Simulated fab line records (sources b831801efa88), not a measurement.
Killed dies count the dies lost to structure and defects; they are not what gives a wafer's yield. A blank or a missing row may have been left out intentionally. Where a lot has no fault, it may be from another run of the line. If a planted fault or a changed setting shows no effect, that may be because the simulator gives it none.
2 desks looking at one fault -- flow gf180mcu -- numbers are kept per desk, each desk with only its own; the story behind them comes last

== FROM THE METROLOGY DESK ==
Means of the sampled wafers that have a number, per lot and without regard to the tool the lot ran on: this is what the gauges read. A lot is out of limits, marked OUT, if its mean lies more than 4 standard deviations from the usual mean; the brackets give that distance.
Columns: A = V2_CVD_00_THK at GF_V2_THK_MEAS_01, usual 605 nm; B = V2_CVD_02_THK at GF_V2_THK_MEAS_03, usual 844 nm; C = V2_BOW at GF_V2_BOW_MEAS_05, usual 100 um; D = cdNm at GF_V2_CD_MEAS_14, usual 259.9 nm; E = V2_OVL at GF_V2_OVL_MEAS_15, usual 1 nm
lot,first seen here,A,B,C,D,E
L416,day 19 19:48,594,843,102,259.0,-6
L419,day 20 16:59,608,839,93,260.6,4
L426,day 23 07:42,604,832,101,258.9,5
L428,day 24 04:12,605,840,99,258.2,1
L433,day 25 11:31,610,848,99,261.1,-2
L437,day 26 16:49,595,845,82,258.2,2
Finding of this desk: none of the 6 lots has anything out of limits.

== AT THE TOOL OWNER'S DESK: lithoTrack-03 ==
The tool's own readings at GF_V2_SOFTBAKE_10 (time 60 s): means of the sampled wafers that have a number, for each lot that ran on this tool. A lot is out of limits, marked OUT, if its mean lies more than 4 standard deviations from the usual mean; the brackets give that distance.
Columns: A = heaterPowerTotalW at GF_V2_SOFTBAKE_10, usual 93.06 W; B = plateTempC at GF_V2_SOFTBAKE_10, usual 130.00 C; C = runLengthS at GF_V2_SOFTBAKE_10, usual 89.12 s
lot,first seen here,A,B,C
L416,day 20 09:00,93.09,129.86,89.14
L426,day 23 19:00,94.77 (+28) OUT,129.93,86.13 (-18) OUT
L428,day 24 16:00,96.44 (+56) OUT,129.82,83.08 (-36) OUT
This desk finds L426, L428 out of limits, L426 being first, at day 23 19:00 (heaterPowerTotalW at GF_V2_SOFTBAKE_10). In limits: L416.

== PUT TOGETHER ==
An alarm could have come from the tool owner's desk at day 23 19:00, on L426, L428.
The metrology desk saw nothing out of limits.
The metrology desk has L426, L428 on record, within its limits.
The lots listed all ran GF_V2_SOFTBAKE_10 on lithoTrack-03.

== WHAT HAD BEEN PUT IN BY THE SIMULATOR ==
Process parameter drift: lithoTrack-03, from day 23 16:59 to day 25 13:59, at GF_V2_SOFTBAKE_10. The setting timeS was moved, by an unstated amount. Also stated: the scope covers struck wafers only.
Struck lots among those shown: L426, L428.
How many hours passed from the start of the fault until each desk's first out-of-limits reading: the tool owner's desk, 2.
